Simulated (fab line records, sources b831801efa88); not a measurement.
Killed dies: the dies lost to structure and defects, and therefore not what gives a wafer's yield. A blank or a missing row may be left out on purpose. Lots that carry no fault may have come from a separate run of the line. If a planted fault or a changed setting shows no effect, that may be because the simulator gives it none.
8D (eight disciplines) problem report, filled in by code | flow gf180mcu | the parts of the form that need people (team, actions taken, sign-off) are left out

## 1. THE PROBLEM
Wafers free of any fault read 201.4 nm (standard deviation 2) for POLY_GATE_CVD_00_THK at GF_POLY_GATE_THK_MEAS_01, against a mean of 80.5 nm on 9 wafers of 3 lots. Measured from the usual mean, that is -60 standard deviations.
Earliest sighting: wafer L712.2 on film_metro-03 at day 9 11:07. At this step, 45 wafers from 15 lots have a number in the record. The rule behind "out" and "out of limits": a value lying over 4 standard deviations away from the usual mean. All remaining wafers that have a number are taken as sound.

## 2. WHAT THIS IS AND IS NOT
question                    | is                           | is not
which readings at this step | POLY_GATE_CVD_00_THK         | -
which lots                  | L712, L713, L715             | L710, L711, L714, L723, L724, L726, L727, L728, L729, L730, L731, L732
which wafers of those lots  | all that have a number       | -
read on which gauges        | film_metro-03, film_metro-04 | film_metro-01
when                        | from day 9 11:07             | up to then (6 sound wafers); but 30 sound wafers of L714, L723, L724, L726, L727, L728, L729, L730, L731, L732 came after

## 3. THE SUSPECTS, EACH WITH WHAT RULES IT OUT
Counting: a tool at any process step up to the reading remains a suspect when it ran all the lots that are out and ran no sound lot after the first of those.
- ruled out: the gauge at GF_POLY_GATE_THK_MEAS_01. 2 gauges (film_metro-03, film_metro-04) read the wafers that are out.
- lpcvd-01 at GF_POLY_GATE_CVD_00 (deposits poly-Si, target thk 200 nm, time 1200 s): ruled out as a lasting fault. Following L712 (day 9 09:46), the first lot on it that is out, the sound lots L724, L726, L727, L729, L730 were run on it.
Left after counting: nothing in the record.

## 4. THE CAUSE (what the simulator had put in)
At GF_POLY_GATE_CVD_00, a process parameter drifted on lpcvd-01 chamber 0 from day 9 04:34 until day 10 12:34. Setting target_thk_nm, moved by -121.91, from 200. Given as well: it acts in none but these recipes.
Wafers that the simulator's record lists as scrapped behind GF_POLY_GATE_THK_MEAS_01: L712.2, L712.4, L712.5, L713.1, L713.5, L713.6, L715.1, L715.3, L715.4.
It was ruled out by counting, in error; the rule expects a fault to strike all lots run on its tool from its start on, and this fault did not.

## 5. THE EFFECT CHAIN, in route order
One row per reading whose mean, taken over the struck wafers that have a number, lies over 3 standard deviations from the usual. Only readings for which the record gives a usual standard deviation are gone through. hours: the time from each lot's start at the first step in this table that gives one to its start at this step, as a median over the lots. sigmas: the change in usual standard deviations.
hours | step                     | reading              | usual    | on struck wafers | change | sigmas
0     | GF_POLY_GATE_THK_MEAS_01 | POLY_GATE_CVD_00_THK | 201.4 nm | 80.5             | -120.9 | -60

## 6. WHAT WOULD HAVE CAUGHT IT SOONER
7 hours passed between the start of the fault at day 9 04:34 and the first reading out of limits at a measuring or inspecting step in this record, taken at day 9 11:07.
Of the tool readings at GF_POLY_GATE_CVD_00 for which the record gives a usual standard deviation, none was out on any struck wafer, so an alarm limit of 4 standard deviations on them would not have fired.
